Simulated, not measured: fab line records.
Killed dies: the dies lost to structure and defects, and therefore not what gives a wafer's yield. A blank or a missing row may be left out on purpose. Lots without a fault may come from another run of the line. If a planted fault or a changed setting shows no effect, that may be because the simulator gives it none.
Which tool is to blame? + flow gf180mcu + 12 lots, 36 wafers sampled, at 6 steps of a route of 602

== WHAT THE GAUGES READ, wafer by wafer ==
GF_STI_THK_MEAS_04.
| lot  | measured    | on            | STI_CVD_03_THK (nm) |
|------|-------------|---------------|---------------------|
| L589 | day 1 13:40 | film_metro-01 | 204.7 203.8 204.4   |
| L590 | day 1 19:24 | film_metro-01 | 207.9 208.5 207.0   |
| L591 | day 2 00:53 | film_metro-03 | 203.9 202.9 202.4   |
| L592 | day 2 06:10 | film_metro-03 | 209.7 209.0 210.1   |
| L598 | day 3 10:34 | film_metro-02 | 208.4 209.3 207.3   |
| L600 | day 3 21:35 | film_metro-02 | 176.7 178.7 179.7   |
| L601 | day 4 01:59 | film_metro-01 | 181.9 181.0 182.4   |
| L602 | day 4 06:34 | film_metro-03 | 204.5 204.3 204.5   |
| L603 | day 4 12:08 | film_metro-02 | 206.3 205.3 204.3   |
| L604 | day 4 16:34 | film_metro-02 | 206.8 209.2 207.5   |
| L606 | day 5 02:43 | film_metro-03 | 208.0 206.1 206.1   |
| L609 | day 5 17:34 | film_metro-01 | 205.9 207.0 207.9   |

GF_STI_THK_MEAS_22.
| lot  | measured    | on            | STI_OXIDATION_01_THK (nm) |
|------|-------------|---------------|---------------------------|
| L589 | day 2 02:44 | film_metro-02 | 15.39 15.40 15.61         |
| L590 | day 2 08:59 | film_metro-02 | 15.36 15.20 15.51         |
| L591 | day 2 13:44 | film_metro-03 | 15.18 15.10 14.95         |
| L592 | day 2 19:23 | film_metro-02 | 15.15 14.86 14.93         |
| L598 | day 4 01:35 | film_metro-03 | 15.07 14.90 14.97         |
| L600 | day 4 12:53 | film_metro-01 | 15.12 15.38 15.17         |
| L601 | day 4 17:02 | film_metro-02 | 14.78 14.71 14.75         |
| L602 | day 5 00:19 | film_metro-02 | 15.22 15.13 15.31         |
| L603 | day 5 04:17 | film_metro-01 | 15.58 15.52 15.53         |
| L604 | day 5 07:59 | film_metro-02 | 15.34 15.21 15.18         |
| L606 | day 5 18:20 | film_metro-02 | 14.67 14.65 14.83         |
| L609 | day 6 10:40 | film_metro-03 | 15.39 15.34 15.40         |

GF_LVPWELL_TW_MEAS_11.
| lot  | measured    | on            | LVPWELL_TW  |
|------|-------------|---------------|-------------|
| L589 | day 3 19:55 | film_metro-01 | 567 568 563 |
| L590 | day 4 02:19 | film_metro-04 | 551 552 548 |
| L591 | day 4 07:40 | film_metro-01 | 570 567 569 |
| L592 | day 4 14:59 | film_metro-01 | 567 568 568 |
| L598 | day 5 23:52 | film_metro-02 | 559 564 560 |
| L600 | day 6 13:15 | film_metro-01 | 569 569 567 |
| L601 | day 6 18:09 | film_metro-01 | 567 571 569 |
| L602 | day 7 01:42 | film_metro-01 | 566 565 567 |
| L603 | day 7 05:14 | film_metro-04 | 549 551 554 |
| L604 | day 7 08:56 | film_metro-04 | 554 553 551 |
| L606 | day 7 20:18 | film_metro-04 | 550 550 553 |
| L609 | day 8 13:13 | film_metro-01 | 569 568 568 |

GF_CONTACT_OVL_MEAS_15.
| lot  | measured     | on         | CONTACT_OVL (nm) |
|------|--------------|------------|------------------|
| L589 | day 15 22:54 | overlay-01 | -5 2 -13         |
| L590 | day 16 16:49 | overlay-02 | -9 -3 -6         |
| L591 | day 16 19:48 | overlay-02 | 0 -11 -14        |
| L592 | day 17 08:19 | overlay-02 | -4 -8 -1         |
| L598 | day 19 12:34 | overlay-02 | 0 -11 1          |
| L600 | day 20 08:58 | overlay-01 | -13 -12 -8       |
| L601 | day 20 17:38 | overlay-01 | 6 13 -6          |
| L602 | day 21 05:05 | overlay-01 | -12 -7 -1        |
| L603 | day 21 10:50 | overlay-01 | 11 -7 5          |
| L604 | day 21 13:29 | overlay-02 | 7 3 1            |
| L606 | day 22 08:56 | overlay-01 | 1 -4 -4          |
| L609 | day 23 09:35 | overlay-02 | 0 -3 3           |

== EACH LOT AND THE TOOL THAT RAN IT (in order: tool; ch and the chambers of the sampled wafers; start) ==
| lot  | GF_STI_CVD_03              | GF_STI_ETCH_13                    |
|------|----------------------------|-----------------------------------|
| L589 | lpcvd-02 ch 1, day 1 11:39 | rie_diel-03 ch 1,3, day 2 00:25   |
| L590 | lpcvd-01 ch 1, day 1 17:23 | rie_diel-03 ch 2,3, day 2 07:04   |
| L591 | lpcvd-02 ch 1, day 1 22:54 | rie_diel-04 ch 0,1,3, day 2 11:58 |
| L592 | lpcvd-01 ch 0, day 2 04:10 | rie_diel-03 ch 2,3, day 2 17:37   |
| L598 | lpcvd-01 ch 0, day 3 08:34 | rie_diel-04 ch 0,1, day 3 23:52   |
| L600 | lpcvd-01 ch 1, day 3 18:35 | rie_diel-04 ch 0,1,2, day 4 11:08 |
| L601 | lpcvd-01 ch 1, day 3 23:59 | rie_diel-04 ch 1,2,3, day 4 15:04 |
| L602 | lpcvd-02 ch 0, day 4 04:34 | rie_diel-03 ch 0,2, day 4 20:49   |
| L603 | lpcvd-02 ch 1, day 4 10:09 | rie_diel-02 ch 0,3, day 5 01:49   |
| L604 | lpcvd-02 ch 0, day 4 14:34 | rie_diel-03 ch 0,1, day 5 06:14   |
| L606 | lpcvd-02 ch 0, day 5 00:43 | rie_diel-03 ch 0,1,2, day 5 16:31 |
| L609 | lpcvd-02 ch 1, day 5 15:34 | rie_diel-03 ch 0,1, day 6 08:56   |
- GF_STI_CVD_03: deposits Si3N4 from DCS/NH3, target thk 207.16 nm, time 3551 s.
- GF_STI_ETCH_13: etches the open film in CHF3/O2, stops on Si, target depth 282.31 nm, time 112.9 s.

== WHAT THE TOOLS THEMSELVES READ (means of the sampled wafers that have a number; where no wafer has one, the mark that the record gives instead) ==
GF_STI_CVD_03.
| lot  | tool     | spike_tc_bottom_C (C) | spike_tc_centre_C (C) | spike_tc_lower_C (C) | spike_tc_upper_C (C) | susceptor_temp_C (C) |
|------|----------|-----------------------|-----------------------|----------------------|----------------------|----------------------|
| L589 | lpcvd-02 | 788.5                 | 770.4                 | 769.4                | 767.5                | 769.6                |
| L590 | lpcvd-01 | 790.4                 | 771.0                 | 769.2                | 768.1                | 770.3                |
| L591 | lpcvd-02 | 789.0                 | 770.8                 | 771.0                | 767.7                | 770.2                |
| L592 | lpcvd-01 | 787.9                 | 768.7                 | 770.6                | 772.5                | 770.4                |
| L598 | lpcvd-01 | 787.2                 | 768.6                 | 771.7                | 771.6                | 770.2                |
| L600 | lpcvd-01 | 783.1                 | 763.1                 | 762.1                | 761.6                | 762.7                |
| L601 | lpcvd-01 | 784.5                 | 763.7                 | 762.3                | 762.6                | 762.4                |
| L602 | lpcvd-02 | 788.2                 | 770.3                 | 769.8                | 770.5                | 769.7                |
| L603 | lpcvd-02 | 788.1                 | 770.5                 | 770.4                | 768.7                | 770.1                |
| L604 | lpcvd-02 | 787.4                 | 769.7                 | 769.7                | 769.3                | 769.9                |
| L606 | lpcvd-02 | 788.5                 | 771.2                 | 769.6                | 770.6                | 770.3                |
| L609 | lpcvd-02 | 788.2                 | 770.8                 | 770.5                | 767.8                | 770.1                |

GF_STI_ETCH_13.
| lot  | tool        | chamber_pressure_mTorr (mTorr) | drypump_motor_current_A (A) | oes_product_au (a.u.) | rf_fwd_power_W (W) | throttle_valve_pct (%) |
|------|-------------|--------------------------------|-----------------------------|-----------------------|--------------------|------------------------|
| L589 | rie_diel-03 | 39.97                          | 5.8                         | 0.827                 | 596.3              | 8.804                  |
| L590 | rie_diel-03 | 39.99                          | 5.8                         | 0.837                 | 596.5              | 8.808                  |
| L591 | rie_diel-04 | 39.97                          | 5.8                         | 0.819                 | 596.3              | 8.802                  |
| L592 | rie_diel-03 | 40.03                          | 6.1                         | 0.834                 | 598.8              | 8.812                  |
| L598 | rie_diel-04 | 40.01                          | 5.4                         | 0.835                 | 596.5              | 8.817                  |
| L600 | rie_diel-04 | 40.02                          | 5.6                         | 0.772                 | 594.6              | 8.791                  |
| L601 | rie_diel-04 | 39.99                          | 5.6                         | 0.777                 | 596.8              | 8.801                  |
| L602 | rie_diel-03 | 40.01                          | 6.1                         | 0.827                 | 599.4              | 8.805                  |
| L603 | rie_diel-02 | 40.00                          | 6.2                         | 0.831                 | 596.6              | 8.804                  |
| L604 | rie_diel-03 | 40.01                          | 6.0                         | 0.835                 | 596.6              | 8.814                  |
| L606 | rie_diel-03 | 40.03                          | 6.3                         | 0.834                 | 596.0              | 8.807                  |
| L609 | rie_diel-03 | 40.00                          | 6.0                         | 0.832                 | 594.9              | 8.810                  |

== THE ANSWER, worked out from the rows above alone ==
Rule: usual is defined by the lots themselves. Put in order of their means at a reading, lots are off if they are a third of the lots or fewer, leave a main group of 4 or more, and stand apart from it by a gap of 3 or more times the standard deviation of the main group's means; of several such gaps the widest counts. A main group is skipped when, at the precision printed for the reading in the tables above, its means are all equal. Also off: a lot with no number at a reading for which 4 or more lots have one. Any other lot the step has rows for is counted as sound. First the gauges in route order, then the tools' own readings, where a lot's mean is used as printed above. The first step at which some lot is off is used, and at that step the reading that is off furthest; a lot without a number counts as furthest.
Off: L600, L601, seen at GF_STI_THK_MEAS_04 (STI_CVD_03_THK). Main group: mean 206.4 nm, sd 2.
A tool fits if, at a process step before that reading, it ran every lot that is off, and no sound lot after the first of them. The gauges at GF_STI_THK_MEAS_04 aren't tried: what is off there is off at GF_STI_CVD_03 too, on other tools, and a gauge's error can't cause that. One fits: GF_STI_CVD_03 on lpcvd-01. A fault onset in the window from L598 (day 3 08:34, its last sound lot) to L600 (day 3 18:35, its first lot off) fits.
The tool's own readings at GF_STI_CVD_03 bear it out: on the lots that are off they differ by more than 5 times the standard deviation of the sound lots' means. spike_tc_bottom_C reads 783.8 C there against 788.3 C on the sound lots; spike_tc_centre_C reads 763.4 C there against 770.2 C on the sound lots; spike_tc_lower_C reads 762.2 C there against 770.2 C on the sound lots; susceptor_temp_C reads 762.5 C there against 770.1 C on the sound lots.

== WHAT THE SIMULATOR PUT IN ==
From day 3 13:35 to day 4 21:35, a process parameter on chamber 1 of lpcvd-01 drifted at GF_STI_CVD_03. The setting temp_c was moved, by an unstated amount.
Lots struck among those shown: L600, L601. The rule above reached the same finding.
